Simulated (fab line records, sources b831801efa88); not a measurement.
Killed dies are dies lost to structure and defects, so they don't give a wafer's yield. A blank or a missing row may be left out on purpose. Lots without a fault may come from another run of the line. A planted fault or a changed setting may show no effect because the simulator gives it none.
fab line records | flow sfq_line
record lots=14 wafers=42 last_day=83
route steps=325 shown I7@297
lots that met no fault: from a run of the same line without faults
start_h: hours from the record's first day to the start of the lot's first wafer shown | wait_h: hours since the lot's step before | " the same as in the row above | L1.1+2: a row that stands for several wafers | - no value, or no start given | * or withheld: withheld | < > ~ a bound
route shown NAME@n: a module of which the file shows steps, and the number in the route of the first | usual: mean/standard deviation of fault-free wafers | same: alike in all rows | chamber/n: place in a boat | sites: the reading at each site | _std_site: their standard deviation | _edge_site: outer sites' mean less inner sites' | radius_mm: how far each site lies from the wafer's centre | mask NAME#n: copy n | behind: the tool/chamber that last shaped the wafer | hold: why the lot was held/for how many hours/how that ended | device: the transistor (n, p or np) that didn't switch | end of line: the same wafers' tests at the end of the route | a step without rows: its recipe alone | killed: dies lost to structure and defects at the first sort, not the wafer's yield | map: a wafer's dies, x killed, . not, _ none there
set.NAME: the setting as run; set.NAME@STEP: as run at that earlier step | model.NAME: the simulator's own value behind a step, which no gauge read
steps of the route over a sample of lots; a table a step, a row a wafer
services: from which hour (start_h, from the record's first day; less than 0 if before it) a tool's chamber was out of use, for how many hours, and why
## steps
# step SFQ_TRILAYER_I7_CMP_CMP_184
# recipe material=SiO2 down_force_psi=3 platen_rpm=60 pad_velocity_m_s=0.94248
# usual edge_zone_pressure_frac=1.000/0.005 motor_current_A=9.4/0.68 platen_rpm=60.00/0.037 time_to_endpoint_s=219/6.9
# columns lot.wafer tool chamber start_h wait_h edge_zone_pressure_frac motor_current_A platen_rpm time_to_endpoint_s
L427.2 cmp-02 1 1610.54 0.5 1.000 9.4 60.00 203
L427.4 " 3 1611.54 1.5 0.992 8.7 59.99 225
L427.5 " 1 1612.54 2.5 0.999 9.7 60.02 210
L428.3 cmp-01 1 1619.43 3.6 0.999 9.6 60.01 222
L428.4 " 3 1620.43 4.6 0.999 10.3 60.02 222
L428.6 " 2 1621.93 6.1 1.001 9.7 59.99 225
L429.4 cmp-01 3 1622.93 4.7 1.004 10.3 59.99 235
L429.3 " 0 " " 1.000 8.8 59.97 231
L429.5 " 2 1624.43 6.2 1.000 10.4 60.03 236
L431.2 cmp-01 0 1641.81 0.0 0.999 8.8 59.99 223
L431.6 " 0 1643.81 2.0 1.002 9.0 60.02 220
L431.5 " 1 " " 1.007 9.4 60.01 224
L434.4 cmp-01 0 1678.07 3.4 1.002 8.7 66.00 210
L434.5 " 0 1680.07 5.4 1.003 9.2 65.98 214
L434.6 " 1 " " 1.002 9.9 65.99 211
L436.2 cmp-01 1 1698.75 2.8 0.992 10.1 65.92 197
L436.1 " 0 1700.25 4.3 1.006 8.5 66.03 202
L436.6 " 1 " " 1.003 9.9 65.96 204
L438.3 cmp-01 2 1854.14 1.0 1.004 9.6 60.02 223
L438.2 " 3 " " 1.003 11.2 59.98 219
L438.5 " 1 1855.64 2.5 0.995 9.4 60.00 218
L440.4 cmp-01 0 1870.08 0.0 0.997 8.6 60.00 215
L440.3 " 2 1871.08 1.0 0.992 9.8 59.97 213
L440.1 " 3 " " 0.998 10.9 60.03 214
L441.1 cmp-02 2 1873.68 0.0 1.009 9.2 60.01 223
L441.4 " 0 1874.68 1.0 1.002 9.1 60.01 232
L441.6 " 3 1876.18 2.5 1.002 8.2 60.02 230
L442.4 cmp-02 0 1877.28 0.0 1.003 9.1 59.99 222
L442.2 " 1 " " 0.996 9.8 60.01 210
L442.6 " 0 1879.28 2.0 0.993 9.0 59.94 226
L443.4 cmp-01 2 1878.98 0.5 0.997 9.5 59.96 223
L443.3 " 3 " " 1.000 10.6 59.95 207
L443.6 " 1 1880.48 2.0 0.997 9.6 60.01 217
L445.1 cmp-02 3 1889.28 1.8 1.006 8.6 59.94 215
L445.3 " 0 " " 1.001 9.0 59.99 217
L445.4 " 1 " " 0.999 9.5 60.02 227
L448.4 cmp-01 0 1906.68 1.6 0.999 9.1 60.03 214
L448.2 " 1 " " 1.003 9.9 60.03 212
L448.5 " 2 " " 1.005 9.8 60.05 220
L450.1 cmp-01 0 1909.18 1.7 1.005 9.1 60.01 210
L450.3 " 2 1910.18 2.7 0.992 9.5 60.02 219
L450.5 " 0 1911.18 3.7 1.007 8.7 59.97 211
## services
# columns tool chamber start_h hours kind
cmp-02 - 1601.51 4.0 pm
cmp-02 - 1605.51 - consumable_replace:conditioner
cmp-02 - 1605.51 - consumable_replace:pad
cmp-02 - 1613.04 12.0 pm
cmp-01 - 1655.06 1.6 repair
cmp-01 - 1668.66 6.4 pm
cmp-01 - 1682.45 16.3 repair
cmp-01 - 1689.69 6.3 repair
cmp-01 - 1765.78 1.3 repair
cmp-01 - 1771.99 4.0 pm
cmp-01 - 1775.99 - consumable_replace:conditioner
cmp-01 - 1775.99 - consumable_replace:pad
cmp-02 - 1846.12 4.8 pm
## key
first_sign step=SFQ_TRILAYER_I7_CMP_CMP_184 reading=platen_rpm direction=up sigmas=99+ usual=60.00 struck=65.98
effect step=SFQ_TRILAYER_I7_CMP_CMP_184 reading=time_to_endpoint_s direction=down sigmas=1.9 usual=* struck=*
met_at SFQ_TRILAYER_I7_CMP_CMP_184
struck_lots L434,L436
onset_between 1641.81 1678.07
fault kind=process_parameter_drift tool=cmp-01 chamber=- onset_h=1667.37 steps=SFQ_TRILAYER_I7_CMP_CMP_184 channel=platen_rpm offset=6 shape=step end_h=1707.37 acts_in=these_recipes_only stated=60
